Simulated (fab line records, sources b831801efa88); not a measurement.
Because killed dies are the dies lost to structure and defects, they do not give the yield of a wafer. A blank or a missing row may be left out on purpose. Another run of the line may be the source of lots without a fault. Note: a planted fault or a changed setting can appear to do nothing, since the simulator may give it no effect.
A lot that was struck, set against a sound lot || flow sky130 || 18 out of 708 route steps
Sound: the wafers L129.2, L129.5, L129.6. Struck: wafer L143.2; the same lot's L143.3 was not struck, so it is left out; see the end for the cause.
For every step that has rows: the tool of each side, followed by ch and its chambers, followed by its first start. Under that, the readings that differ: sound wafers || struck wafers || difference of the means || sigmas: that difference in standard deviations of wafers without a fault.
alike: readings whose means differ by less than 2 such deviations, and words and numbers that are the same on both sides. not compared: withheld readings, readings that some wafer has no value for, bounds like >300 that may hide the same value, and numbers for which the record gives no deviation and whose values overlap.
The two part at a step that has a row with sigmas, a row that says differs or no value, or rows on one side only. When numbers do not overlap yet have no deviation, they are printed without sigmas and do not part them. A reading missing from all wafers of one side parts the sides only when that side holds two or more wafers.

first, 2 steps without rows for these wafers: SKY_CONTACT_PEB_12; SKY_CONTACT_DEVELOP_13 (develop time 60 s).
SKY_CONTACT_CD_MEAS_14: target cd 170 nm.
  sound: cd sem-02 at day 33 22:55; struck: cd sem-01 at day 38 09:50
  alike: cd nm
SKY_CONTACT_OVL_MEAS_15:
  sound: overlay-02 at day 33 23:02; struck: overlay-01 at day 38 09:57
  alike: CONTACT_OVL
SKY_CONTACT_ETCH_16: etches BARC in N2/H2, stops on SiO2, time 45.9 s, target depth 60 nm.
  sound on rie diel-02 ch 1,2, day 33 23:04; struck on rie diel-02 ch 0, day 38 09:59
{"reading": "n2 flow sccm (sccm)", "sound": "99.90 99.90 100.18", "struck": 99.36, "difference": -0.63, "sigmas": -2}
  alike: drypump motor current A, oes product au, throttle valve pct
  not compared: rf hours counter h
SKY_CONTACT_ETCH_17: etches SiO2 in C4F8/O2/Ar, stops on Si3N4, target depth 340 nm.
  sound on rie diel-02 ch 1,2, day 33 23:06; struck on rie diel-02 ch 0, day 38 10:01
  alike: oes product au
SKY_CONTACT_ETCH_18: etches Si3N4 in CHF3/O2, stops on TiN, time 39 s, target depth 75 nm.
  sound: rie diel-02 ch 1,2; struck: rie diel-02 ch 0
  alike: chf3 flow sccm, drypump motor current A, oes product au, throttle valve pct
  not compared: rf hours counter h
SKY_CONTACT_STRIP_19: strips in O2/N2.
  sound on plasma asher-01 ch 0,1, day 33 23:11; struck on plasma asher-03 ch 1, day 38 10:07
  alike: drypump motor current A, n2 flow sccm, oes product au, strip time to endpoint s
  not compared: rf hours counter h
then, 3 steps without rows for these wafers: SKY_CONTACT_STRIP_20 (strips in post etch residue remover, time 1200 s); SKY_CONTACT_CLEAN_21 (cleans in IPA, time 180 s); SKY_CONTACT_CLEAN_22 (cleans in O3/DIW).
SKY_CONTACT_SPUTTER_23: material TiN, target thk 20 nm, time 80 s.
  sound: pvd sputter-02 at day 33 23:47; struck: pvd sputter-02 at day 38 10:42
  alike: throttle valve pct
SKY_CONTACT_CVD_24: deposits W, target thk 340 nm, time 102.12 s.
  sound on cvd w-02 ch 0,1, day 33 23:51; struck on cvd w-02 ch 0, day 38 10:46
{"reading": "model.W_of_CONTACT_CVD_24.thk nm (nm)", "sound": "338.3 341.3 338.2", "struck": 291.2, "difference": -48.1, "sigmas": ""}
  alike: heater power w, susceptor temp C
  not compared: since wet clean h
SKY_CONTACT_RS_MEAS_25: measurement is done with a four-point probe.
  sound: film metro-04 at day 33 23:59; struck: film metro-04 at day 38 10:53
{"reading": "CONTACT_W_RS (ohm/sq)", "sound": "0.339 0.337 0.340", "struck": 0.396, "difference": "+0.057", "sigmas": "+17"}
SKY_CONTACT_THK_MEAS_26: measures by xrf.
  sound: film metro-04 at day 34 00:05; struck: film metro-04 at day 38 11:00
{"reading": "CONTACT_W_THK (nm)", "sound": "346 348 346", "struck": 297, "difference": -50, "sigmas": -11}
SKY_CONTACT_CMP_27: polishes, stops on SiO2, t overpolish 15 s, target thk 0 nm.
  sound on cmp-01 ch 0,1,3, day 34 00:14; struck on cmp-01 ch 3, day 38 11:03
{"reading": "time to endpoint s (s)", "sound": "81 80 81", "struck": 71, "difference": -10, "sigmas": -3}
  alike: motor current A
then, 2 steps without rows for these wafers: SKY_METAL1_SPUTTER_00 (material Ti, target thk 15 nm, time 10 s); SKY_PAD_OPEN_PROBE_99.

## WHERE THEY PART
Earliest at SKY_CONTACT_ETCH_16; latest, in this record, at SKY_CONTACT_CMP_27.

WHY: the cause the simulator had injected
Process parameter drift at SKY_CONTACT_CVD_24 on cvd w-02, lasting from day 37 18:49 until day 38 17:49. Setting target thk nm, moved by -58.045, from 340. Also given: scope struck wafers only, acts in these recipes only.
